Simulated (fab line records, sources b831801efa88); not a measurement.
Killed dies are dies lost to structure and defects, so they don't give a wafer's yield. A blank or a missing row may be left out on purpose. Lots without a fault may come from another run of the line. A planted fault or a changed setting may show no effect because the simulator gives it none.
Chamber matching | flow gf180mcu | GF_CONTACT_CMP_27 on cmp-01: 4 sister chambers
The step polishes, stops on SiO2, t overpolish 15 s, target thk 0 nm. 20 wafers are shown with their chamber, then 10 later ones without.

WAFERS WITH THEIR CHAMBER
wafer  | chamber | motor_current_A (A) | overpolish_run_s (s) | retaining_ring_pressure_frac
L272.1 | 2       | 9.9                 | 15.021               | 1.004
L272.2 | 3       | 10.7                | 14.998               | 1.001
L272.6 | 2       | 9.8                 | 15.004               | 1.003
L274.1 | 0       | 11.3                | 14.994               | 0.997
L274.3 | 3       | 11.0                | 15.001               | 1.000
L274.5 | 2       | 10.2                | 14.995               | 1.006
L276.2 | 0       | 11.1                | 14.996               | 0.999
L276.3 | 2       | 9.5                 | 14.998               | 1.000
L276.4 | 1       | 10.9                | 14.994               | 1.003
L277.1 | 2       | 9.8                 | 15.005               | 0.995
L277.4 | 0       | 10.9                | 14.994               | 1.003
L277.6 | 2       | 9.4                 | 15.006               | 1.004
L278.3 | 1       | 11.0                | 15.015               | 0.997
L278.4 | 0       | 10.8                | 14.988               | 0.991
L278.6 | 0       | 11.3                | 14.990               | 0.986
L280.3 | 1       | 11.4                | 15.000               | 1.002
L280.4 | 2       | 9.5                 | 14.999               | 1.002
L280.6 | 3       | 11.0                | 15.009               | 0.994
L284.3 | 3       | 10.7                | 14.999               | 1.005
L284.4 | 1       | 11.0                | 15.013               | 1.002

SIGNATURES (means of the wafers above)
reading                      | chamber 0 | chamber 1 | chamber 2 | chamber 3 | scatter within a chamber
motor_current_A              | 11.080    | 11.075    | 9.729     | 10.850    | 0.24
overpolish_run_s             | 14.99240  | 15.00550  | 15.00400  | 15.00175  | 0.00734
retaining_ring_pressure_frac | 0.99520   | 1.00100   | 1.00200   | 1.00000   | 0.00463
Rule: a wafer's distance from a chamber is the root of the sum, over the readings, of the square of ((its reading less the chamber's mean) divided by the reading's scatter). The wafer belongs to the nearest chamber; if the next one is less than 2 further off, it can't be placed. The scatter: the root of (the sum of the squares of (reading less its chamber's mean) over the shown wafers, divided by (wafers less chambers)).

WAFERS WITHOUT THEIR CHAMBER
wafer  | motor_current_A (A) | overpolish_run_s (s) | retaining_ring_pressure_frac
L284.5 | 11.3                | 14.994               | 1.000
L287.2 | 10.9                | 14.999               | 0.995
L287.3 | 10.0                | 14.988               | 0.992
L287.5 | 10.9                | 14.998               | 0.997
L292.1 | 11.5                | 15.009               | 0.995
L292.2 | 10.6                | 14.992               | 1.005
L292.4 | 10.1                | 15.017               | 0.997
L294.1 | 10.9                | 14.999               | 0.994
L294.2 | 11.2                | 15.008               | 0.992
L294.6 | 9.9                 | 15.018               | 0.995

WHICH CHAMBER EACH WENT THROUGH
wafer  | from the rows above          | in truth
L284.5 | can't be placed: 0 or 1 or 3 | 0
L287.2 | can't be placed: 3 or 0 or 1 | 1
L287.3 | can't be placed: 2 or 3 or 0 | 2
L287.5 | can't be placed: 3 or 0 or 1 | 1
L292.1 | can't be placed: 1 or 0 or 3 | 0
L292.2 | can't be placed: 3 or 1 or 0 | 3
L292.4 | can't be placed: 2 or 3 or 1 | 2
L294.1 | can't be placed: 0 or 3 or 1 | 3
L294.2 | can't be placed: 1 or 0 or 3 | 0
L294.6 | 2                            | 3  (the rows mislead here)
Placed correctly: 0 of 10. Can't be placed from these rows: 9 (the true chamber is among the candidates in 9). Placed wrongly: 1.
